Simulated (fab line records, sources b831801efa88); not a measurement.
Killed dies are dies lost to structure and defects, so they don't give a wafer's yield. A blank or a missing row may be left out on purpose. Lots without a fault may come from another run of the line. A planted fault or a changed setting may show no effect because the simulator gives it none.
Which tool did it? | flow gf180mcu | 11 lots, 33 wafers sampled, at 3 steps of a route of 602

WHAT THE GAUGES READ, wafer by wafer
GF_V3_RS_MEAS_24: measures by four-point-probe.
lot  | measured     | on            | V3_W_RS (ohm/sq)
L833 | day 22 14:53 | film_metro-01 | 0.328 0.332 0.330
L834 | day 22 19:02 | film_metro-01 | 0.322 0.321 0.322
L836 | day 23 15:07 | film_metro-02 | 0.329 0.330 0.330
L838 | day 24 11:42 | film_metro-01 | 0.331 0.333 0.332
L839 | day 24 19:10 | film_metro-03 | 0.326 0.326 0.324
L842 | day 25 17:35 | film_metro-02 | 0.329 0.332 0.330
L845 | day 26 18:56 | film_metro-01 | 0.562 0.326 0.331
L847 | day 27 07:28 | film_metro-01 | 0.328 0.579 0.582
L852 | day 28 17:41 | film_metro-02 | 0.323 0.329 0.328
L854 | day 29 07:36 | film_metro-02 | 0.328 0.330 0.327
L856 | day 29 20:20 | film_metro-02 | 0.324 0.321 0.326

WHICH TOOL RAN EACH LOT (tool, then ch and the chambers of the sampled wafers, then the start)
lot  | GF_V3_SPUTTER_22             | GF_V3_CVD_23
L833 | pvd_sputter-02, day 22 14:42 | cvd_w-01 ch 0,1, day 22 14:46
L834 | pvd_sputter-01, day 22 18:52 | cvd_w-02 ch 0,1, day 22 18:55
L836 | pvd_sputter-02, day 23 14:56 | cvd_w-01 ch 0,1, day 23 15:01
L838 | pvd_sputter-03, day 24 11:32 | cvd_w-01 ch 0,1, day 24 11:34
L839 | pvd_sputter-01, day 24 19:01 | cvd_w-02 ch 0,1, day 24 19:04
L842 | pvd_sputter-01, day 25 17:26 | cvd_w-01 ch 1, day 25 17:28
L845 | pvd_sputter-03, day 26 18:47 | cvd_w-01 ch 0,1, day 26 18:50
L847 | pvd_sputter-01, day 27 07:17 | cvd_w-01 ch 0,1, day 27 07:20
L852 | pvd_sputter-03, day 28 17:32 | cvd_w-02 ch 0,1, day 28 17:34
L854 | pvd_sputter-02, day 29 07:27 | cvd_w-02 ch 0,1, day 29 07:29
L856 | pvd_sputter-01, day 29 20:09 | cvd_w-02 ch 0,1, day 29 20:13
- GF_V3_SPUTTER_22: material TiN, target thk 10 nm, time 40 s.
- GF_V3_CVD_23: deposits W, target thk 350 nm, time 104.9 s.

THE ANSWER, worked out from the rows above alone
Rule: what is usual is taken from the lots themselves. Put in order of their means at a reading, lots are off if they are a third of the lots or fewer, leave a main group of 4 or more, and stand apart from it by a gap of 3 or more times the standard deviation of the main group's means; of several such gaps the widest counts. A main group whose means are all the same, to the digits that the tables above print for the reading, isn't used. A lot without any number at a reading at which 4 lots or more have one is off too. The other lots that the step has rows for count as sound.
Off: L845, L847, at GF_V3_RS_MEAS_24 (V3_W_RS). The main group: mean 0.328 ohm/sq, standard deviation 0.0032.
A tool fits if, at a process step before that reading, it ran every lot that is off, and no sound lot after the first of them. The gauges at GF_V3_RS_MEAS_24 are tried like those tools. Can't be told from this: 2 tools fit, cvd_w-01 at GF_V3_CVD_23, film_metro-01 at GF_V3_RS_MEAS_24.

WHAT THE SIMULATOR HAD PUT IN
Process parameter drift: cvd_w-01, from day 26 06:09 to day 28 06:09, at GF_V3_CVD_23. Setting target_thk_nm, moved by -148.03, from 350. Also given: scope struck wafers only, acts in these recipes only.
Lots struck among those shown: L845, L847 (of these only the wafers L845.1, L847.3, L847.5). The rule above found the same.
